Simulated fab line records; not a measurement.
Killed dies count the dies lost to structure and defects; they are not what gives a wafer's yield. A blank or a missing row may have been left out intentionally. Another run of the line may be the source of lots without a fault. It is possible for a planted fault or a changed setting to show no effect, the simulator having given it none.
A lot that was struck, set against a sound lot / flow sky130 / 16 out of 708 route steps
Sound: these wafers, L459.1, L459.5, L459.6. Struck: wafers L453.1, L453.3, L453.4. The cause comes at the end.
Order at every step that has rows: each side's tool, ch and its chambers, its first start. Under that, the readings that differ: sound wafers / struck wafers / difference of the means / sigmas: that difference in standard deviations of wafers without a fault.
alike: words and numbers the same on both sides, and readings whose means are apart by under 2 such deviations; not compared: readings that were withheld, readings missing a value for some wafer, numbers with overlapping values and no deviation given by the record, and bounds like >300 which may hide the same value.
Wherever a step has rows on one side only, a row that says differs or no value, or a row with sigmas, the two part there. Non-overlapping numbers with no deviation appear without sigmas and do not part them. Lack of a reading on every wafer of one side parts them only where that side has two or more wafers.

SKY_VIA2_BOW_MEAS_03:
  sound on filmMetro-04, day 39 17:04; struck on filmMetro-03, day 37 20:20
  alike: VIA2_BOW
then, 8 steps without rows for these wafers: SKY_VIA2_DEHYDRATE_04 (time 60 s); SKY_VIA2_HMDS_05 (prime time 60 s); SKY_VIA2_COAT_06 (resist thk 60 nm); SKY_VIA2_COAT_07 (resist thk 450 nm); SKY_VIA2_SOFTBAKE_08 (time 90 s); SKY_VIA2_EXPOSE_09 (exposes mask VIM2, target cd 200 nm); SKY_VIA2_PEB_10; SKY_VIA2_DEVELOP_11 (develop time 60 s).
SKY_VIA2_CD_MEAS_12: target cd 200 nm.
  sound on cdSem-02, day 40 17:04; struck on cdSem-01, day 38 21:31
  alike: cdNm
SKY_VIA2_OVL_MEAS_13:
  sound on overlay-01, day 40 17:11; struck on overlay-01, day 38 21:38
  alike: VIA2_OVL
SKY_VIA2_ETCH_14: etches BARC in N2/H2, stops on SiO2, time 45.9 s, target depth 60 nm.
  sound on rieDiel-02 ch 0,1,3, day 40 17:13; struck on rieDiel-03 ch 0,1,3, day 38 21:40
  alike: biasW, chamberPressureMTorr, drypumpMotorCurrentA, oesProductAu, throttleValvePct
  not compared: rfHoursCounterH
SKY_VIA2_ETCH_15: etches SiO2 in C4F8/O2/Ar, stops on TiN, target depth 546 nm, time 84 s.
  sound on rieDiel-02 ch 0,1,3, day 40 17:15; struck on rieDiel-03 ch 0,1,3, day 38 21:42
reading=biasW (W); sound=1199 1202 1203; struck=1635 1635 1638; difference=+435; sigmas=+99 or more
reading=model.KrF-thick_of_VIA2_COAT_07.thkNm (nm); sound=285.4 282.8 281.4; struck=275.1 277.7 277.1; difference=-6.6; sigmas=
reading=model.TiN_of_METAL2_SPUTTER_04.thkNm (nm); sound=70.3 71.19 70.21; struck=68.68 66.85 68.17; difference=-2.67; sigmas=
  alike: chamberPressureMTorr, oesProductAu
  not compared: rfHoursCounterH
SKY_VIA2_STRIP_16: strips in O2/N2.
  sound on plasmaAsher-02 ch 0,1, day 40 17:19; struck on plasmaAsher-03 ch 0,1, day 38 21:46
reading=stripTimeToEndpointS (s); sound=4.07 4.05 4.03; struck=3.95 3.99 3.99; difference=-0.07; sigmas=-2
  alike: chamberPressureMTorr, drypumpMotorCurrentA, oesProductAu
  not compared: rfHoursCounterH
then, 1 step without rows for these wafers: SKY_VIA2_STRIP_17 (strips in post etch residue remover, time 1200 s).
SKY_PAD_OPEN_PROBE_99:
  rows exist in the record for the sound wafers here (prober-02, day 49 04:17), none for the struck ones

== WHERE THEY PART ==
Last at SKY_PAD_OPEN_PROBE_99 as far as this record goes, first at SKY_VIA2_ETCH_15.

WHY: whatever the simulator had introduced
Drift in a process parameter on rieDiel-03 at SKY_VIA2_ETCH_15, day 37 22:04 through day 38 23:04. Setting biasW, moved by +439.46, from 1200. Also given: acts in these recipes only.
